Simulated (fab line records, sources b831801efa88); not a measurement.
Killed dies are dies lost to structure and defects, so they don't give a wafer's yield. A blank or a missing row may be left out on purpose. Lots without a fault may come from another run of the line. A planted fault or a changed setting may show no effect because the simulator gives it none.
fab line records | flow gf180mcu | part 2 of 2: steps 27 to 38 of 38
record lots=5 wafers=15 last_day=34
route steps=602 shown V4@484 MIM@503
lots that met no fault: from a run of the same line without faults
start_h: hours from the record's first day to the start of the lot's first wafer shown | wait_h: hours since the lot's step before | " the same as in the row above | L1.1+2: a row that stands for several wafers | - no value, or no start given | * or withheld: withheld | < > ~ a bound
route shown NAME@n: a module of which the file shows steps, and the number in the route of the first | usual: mean/standard deviation of fault-free wafers | same: alike in all rows | chamber/n: place in a boat | sites: the reading at each site | _std_site: their standard deviation | _edge_site: outer sites' mean less inner sites' | radius_mm: how far each site lies from the wafer's centre | mask NAME#n: copy n | behind: the tool/chamber that last shaped the wafer | hold: why the lot was held/for how many hours/how that ended | device: the transistor (n, p or np) that didn't switch | end of line: the same wafers' tests at the end of the route | a step without rows: its recipe alone | killed: dies lost to structure and defects at the first sort, not the wafer's yield | map: a wafer's dies, x killed, . not, _ none there
set.NAME: the setting as run; set.NAME@STEP: as run at that earlier step | model.NAME: the simulator's own value behind a step, which no gauge read
lots at some steps of the route; a table a step, a row a wafer
services: from which hour (start_h, from the record's first day; less than 0 if before it) a tool's chamber was out of use, for how many hours, and why
## steps
# step GF_MIM_SPUTTER_07
# recipe material=TiN target_thk_nm=60 power_w=6500 time_s=50 chamber_pressure_pa=0.4
# usual throttle_valve_pct=30.4/0.56
# columns lot.wafer tool chamber start_h wait_h throttle_valve_pct
L076.2 pvd_sputter-03 - 581.29 0.0 29.4
L076.3 " - " " 29.9
L076.4 " - " " 30.3
L082.3 pvd_sputter-03 - 630.30 0.0 29.3
L082.4 " - " " 30.4
L082.5 " - " " 29.3
L088.2 pvd_sputter-03 - 688.12 0.0 29.8
L088.3 " - " " 30.6
L088.6 " - " " 30.1
L093.1 pvd_sputter-04 - 704.38 0.1 30.7
L093.3 " - " " 29.7
L093.4 " - " " 31.2
L096.1 pvd_sputter-03 - 732.46 0.1 30.1
L096.4 " - " " 29.4
L096.5 " - " " 30.1
# step GF_MIM_SPUTTER_08
# recipe material=AlCu target_thk_nm=200 power_w=10600 time_s=10.6 chamber_pressure_pa=0.4
# usual throttle_valve_pct=30.4/0.58
# columns lot.wafer tool chamber start_h wait_h throttle_valve_pct
L076.2 pvd_sputter-03 - 581.33 0.0 29.6
L076.3 " - " " 30.0
L076.4 " - " " 30.5
L082.3 pvd_sputter-03 - 630.34 0.0 29.4
L082.4 " - " " 30.4
L082.5 " - " " 29.6
L088.2 pvd_sputter-03 - 688.16 0.0 29.9
L088.3 " - " " 30.6
L088.6 " - " " 30.2
L093.1 pvd_sputter-04 - 704.42 0.0 31.0
L093.3 " - " " 29.8
L093.4 " - " " 31.2
L096.1 pvd_sputter-03 - 732.50 0.0 29.9
L096.4 " - " " 29.6
L096.5 " - " " 30.0
# step GF_MIM_SPUTTER_09
# recipe material=TiN target_thk_nm=35 power_w=6500 time_s=29.2 chamber_pressure_pa=0.4
# usual throttle_valve_pct=30.4/0.56
# columns lot.wafer tool chamber start_h wait_h throttle_valve_pct
L076.2 pvd_sputter-03 - 581.35 0.0 29.4
L076.3 " - " " 30.1
L076.4 " - " " 30.1
L082.3 pvd_sputter-03 - 630.37 0.0 29.3
L082.4 " - " " 30.2
L082.5 " - " " 29.4
L088.2 pvd_sputter-03 - 688.19 0.0 29.9
L088.3 " - " " 30.4
L088.6 " - " " 30.0
L093.1 pvd_sputter-04 - 704.45 0.0 31.1
L093.3 " - " " 29.9
L093.4 " - " " 30.9
L096.1 pvd_sputter-03 - 732.52 0.0 30.0
L096.4 " - " " 29.5
L096.5 " - " " 30.1
# step GF_MIM_RS_MEAS_10
# recipe thk_meas_gauge=four-point-probe reads=TiN_of_MIM_SPUTTER_09+AlCu_of_MIM_SPUTTER_08+TiN_of_MIM_SPUTTER_07
# usual MIM_ALCU_RS=0.1599/0.0014
# columns lot.wafer tool chamber start_h wait_h MIM_ALCU_RS[ohm/sq]
L076.2 film_metro-04 - 581.41 0.0 0.1603
L076.3 " - " " 0.1605
L076.4 " - " " 0.1595
L082.3 film_metro-04 - 630.44 0.1 0.1594
L082.4 " - " " 0.1594
L082.5 " - " " 0.1605
L088.2 film_metro-01 - 688.24 0.0 0.1606
L088.3 " - " " 0.1616
L088.6 " - " " 0.1612
L093.1 film_metro-04 - 704.48 0.0 0.1600
L093.3 " - " " 0.1598
L093.4 " - " " 0.1600
L096.1 film_metro-01 - 732.56 0.0 0.1610
L096.4 " - " " 0.1604
L096.5 " - " " 0.1609
# step GF_MIM_THK_MEAS_11
# recipe thk_meas_gauge=xrf reads=AlCu_of_MIM_SPUTTER_08
# usual MIM_ALCU_THK=198.2/1.9
# columns lot.wafer tool chamber start_h wait_h MIM_ALCU_THK[nm]
L076.2 film_metro-04 - 581.52 0.1 198.7
L076.3 " - " " 197.3
L076.4 " - " " 199.1
L082.3 film_metro-04 - 630.54 0.1 200.3
L082.4 " - " " 198.6
L082.5 " - " " 197.2
L088.2 film_metro-01 - 688.35 0.1 197.8
L088.3 " - " " 196.6
L088.6 " - " " 197.5
L093.1 film_metro-04 - 704.60 0.1 198.3
L093.3 " - " " 198.2
L093.4 " - " " 198.9
L096.1 film_metro-01 - 732.68 0.1 197.0
L096.4 " - " " 198.9
L096.5 " - " " 197.5
# step GF_MIM_DEHYDRATE_12
# recipe temp_c=200 time_s=60
# columns lot.wafer tool chamber start_h wait_h
L076.2+3+4 litho_track-02 0 591.73 10.2
L082.3+4+5 litho_track-03 0 639.89 9.3
L088.2+3+6 litho_track-02 0 697.23 8.9
L093.1+3+4 litho_track-03 0 712.99 8.4
L096.1+4+5 litho_track-02 0 740.40 7.7
# step GF_MIM_HMDS_13
# recipe prime_time_s=60 prime_temp_c=120
# columns lot.wafer tool chamber start_h wait_h
L076.2+3+4 litho_track-02 0 591.88 0.1
L082.3+4+5 litho_track-03 0 640.04 0.1
L088.2+3+6 litho_track-02 0 697.38 0.1
L093.1+3+4 litho_track-03 0 713.14 0.1
L096.1+4+5 litho_track-02 0 740.55 0.1
# step GF_MIM_COAT_14
# recipe resist=NOVOLAK spin_rpm=3000 resist_thk_nm=1000
# columns lot.wafer tool chamber start_h wait_h
L076.2+3+4 litho_track-02 0 592.03 0.1
L082.3+4+5 litho_track-03 0 640.19 0.1
L088.2+3+6 litho_track-02 0 697.53 0.1
L093.1+3+4 litho_track-03 0 713.29 0.1
L096.1+4+5 litho_track-02 0 740.70 0.1
# step GF_MIM_SOFTBAKE_15
# recipe temp_c=90 time_s=60 resist=NOVOLAK
# columns lot.wafer tool chamber start_h wait_h
L076.2+3+4 litho_track-02 0 592.18 0.1
L082.3+4+5 litho_track-03 0 640.34 0.1
L088.2+3+6 litho_track-02 0 697.68 0.1
L093.1+3+4 litho_track-03 0 713.44 0.1
L096.1+4+5 litho_track-02 0 740.85 0.1
# step GF_MIM_EXPOSE_16
# recipe mask_id=FuseTop target_cd_nm=2000 na=0.6 source_shape=conventional sigma_outer=0.6 dose_mj=140
# usual reticle_temp_C=23.01/0.093
# columns lot.wafer tool chamber start_h wait_h mask reticle_temp_C
L076.2 iline_stepper-01 0 - - FuseTop#0 22.97
L076.3 " 0 " " FuseTop#0 23.01
L076.4 " 0 " " FuseTop#0 23.01
L082.3 iline_stepper-01 0 - - FuseTop#0 23.11
L082.4 " 0 " " FuseTop#0 23.00
L082.5 " 0 " " FuseTop#0 23.02
L088.2 iline_stepper-01 0 - - FuseTop#0 22.90
L088.3 " 0 " " FuseTop#0 22.96
L088.6 " 0 " " FuseTop#0 22.95
L093.1 iline_stepper-01 0 - - FuseTop#0 23.02
L093.3 " 0 " " FuseTop#0 22.92
L093.4 " 0 " " FuseTop#0 23.05
L096.1 iline_stepper-01 0 - - FuseTop#0 23.07
L096.4 " 0 " " FuseTop#0 22.95
L096.5 " 0 " " FuseTop#0 22.91
# step GF_MIM_PEB_17
# recipe temp_c=withheld time_s=* resist=NOVOLAK
# columns lot.wafer tool chamber start_h wait_h
L076.2+3+4 litho_track-02 0 - -
L082.3+4+5 litho_track-02 0 - -
L088.2+3+6 litho_track-04 0 - -
L093.1+3+4 litho_track-02 0 - -
L096.1+4+5 litho_track-02 0 - -
# step GF_MIM_DEVELOP_18
# recipe develop_time_s=60 dev_temp_c=23
# columns lot.wafer tool chamber start_h wait_h
L076.2+3+4 litho_track-02 0 602.48 0.1
L082.3+4+5 litho_track-02 0 649.55 0.1
L088.2+3+6 litho_track-04 0 706.47 0.1
L093.1+3+4 litho_track-02 0 722.15 0.1
L096.1+4+5 litho_track-02 0 749.05 0.1
## services
# columns tool chamber start_h hours kind
krf_scanner-01 - 551.06 4.0 pm
pecvd-04 0 555.02 32.0 repair
pvd_sputter-03 - 556.36 9.2 repair
cmp-01 - 572.12 4.0 pm
pvd_sputter-02 - 580.93 1.2 repair
cvd_w-01 1 580.95 11.3 repair
pvd_sputter-02 - 587.65 4.8 repair
pvd_sputter-04 - 591.21 1.6 repair
rie_diel-02 - 602.62 0.2 repair
krf_scanner-01 - 613.02 1.0 pm
iline_stepper-01 - 621.96 1.7 pm
krf_scanner-01 - 622.93 0.8 pm
pecvd-04 2 628.45 13.1 repair
pvd_sputter-03 - 641.55 0.9 repair
pvd_sputter-01 - 646.98 1.1 repair
pvd_sputter-04 - 675.06 1.9 repair
pvd_sputter-02 - 682.56 1.1 repair
rie_diel-02 3 696.97 2.6 repair
cvd_w-01 - 697.02 1.7 repair
pvd_sputter-04 - 706.26 13.1 repair
cvd_w-01 1 709.64 9.2 repair
pvd_sputter-01 - 727.03 3.5 repair
pvd_sputter-01 - 730.87 1.7 repair
cvd_w-01 1 731.73 8.5 repair
